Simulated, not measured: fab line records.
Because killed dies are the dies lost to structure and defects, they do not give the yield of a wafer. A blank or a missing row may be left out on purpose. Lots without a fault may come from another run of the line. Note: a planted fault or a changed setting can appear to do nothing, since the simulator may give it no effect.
8D (eight disciplines) problem report, filled in by code || flow gf180mcu || the parts of the form that need people (team, actions taken, sign-off) are left out

## 1. WHAT IS WRONG
Mean MIM_ALCU_RS at GF_MIM_RS_MEAS_10: 0.2077 ohm/sq over 6 wafers in 2 lots; fault-free wafers: 0.1600 ohm/sq, standard deviation 0.0017. That is +28 standard deviations from the usual mean.
The step: measures by four-point-probe.
The first sign was on wafer L181.1 at day 31 01:19, on film_metro-04. The record holds 30 wafers of 10 lots with a number at this step. By rule, "out" or "out of limits" means more than 4 standard deviations away from the usual mean. Any other wafer with a number is counted as sound.

## 2. WHAT IT IS, WHAT IT ISN'T
{"question": "which readings at this step", "is": "MIM_ALCU_RS", "is not": "-"}
{"question": "which lots", "is": "L181, L182", "is not": "L161, L163, L164, L166, L167, L170, L171, L174"}
{"question": "which wafers of those lots", "is": "all that have a number", "is not": "-"}
{"question": "read on which gauges", "is": "film_metro-01, film_metro-04", "is not": "film_metro-03"}
{"question": "when", "is": "from day 31 01:19", "is not": "up to then (24 sound wafers)"}

## 3. SUSPECTS, AND WHAT RULES EACH OUT
Counting: a tool at any process step up to the reading remains a suspect when it ran all the lots that are out and ran no sound lot after the first of those.
- ruled out: the gauge at GF_MIM_RS_MEAS_10. The wafers that are out were read on 2 gauges (film_metro-01, film_metro-04).
- pvd_sputter-02 at GF_MIM_SPUTTER_08 (material AlCu, target thk 200 nm, time 10.6 s): kept. All lots that are out passed through it, beginning with L181 at day 31 01:16, and no sound lot followed; its final sound lot before that point was L170 at day 27 20:35.
Left after counting: pvd_sputter-02 at GF_MIM_SPUTTER_08.

## 4. THE CAUSE (what the simulator had put in)
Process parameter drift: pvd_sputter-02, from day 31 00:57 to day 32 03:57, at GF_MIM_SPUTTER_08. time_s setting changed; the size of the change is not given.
The count eliminated every tool but this one.

## 5. THE EFFECT CHAIN, in route order
Rows list readings where the struck wafers' mean (over those with a number) sits beyond 3 standard deviations from the usual. Only readings for which the record gives a usual standard deviation are gone through. hours: the time from each lot's start at the first step in this table that gives one to its start at this step, as a median over the lots. sigmas: the change in usual standard deviations.
{"hours": 0, "step": "GF_MIM_RS_MEAS_10", "reading": "MIM_ALCU_RS", "usual": "0.1600 ohm/sq", "on struck wafers": 0.2077, "change": "+0.0477", "sigmas": "+28"}
{"hours": 0, "step": "GF_MIM_THK_MEAS_11", "reading": "MIM_ALCU_THK", "usual": "203.9 nm", "on struck wafers": 159.4, "change": -44.5, "sigmas": -20}
{"hours": 17, "step": "GF_MIM_METAL_ETCH_19", "reading": "oes_product_au", "usual": "0.940 a.u.", "on struck wafers": 0.856, "change": -0.084, "sigmas": -15}
{"hours": 17, "step": "GF_MIM_METAL_ETCH_19", "reading": "throttle_valve_pct", "usual": "28.283 %", "on struck wafers": 28.368, "change": "+0.085", "sigmas": "+8.5"}
Here are the process steps it includes:
- GF_MIM_METAL_ETCH_19: etches the open film in Cl2/BCl3, stops on Si3N4, target depth 324.5 nm, time 54.1 s.

## 6. HOW IT WOULD HAVE BEEN CAUGHT EARLIER
The first out-of-limits reading at a measuring or inspecting step in this record came at day 31 01:19, 0 hours after the fault's start at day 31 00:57.
No tool reading at GF_MIM_SPUTTER_08 that has a usual standard deviation in the record was out on any struck wafer, so an alarm limit of 4 standard deviations on those readings would not have fired.
Of the lots that are out (2), L182 began GF_MIM_SPUTTER_08 on pvd_sputter-02 after day 31 01:19. It would have been spared by a hold on the tool at that moment.
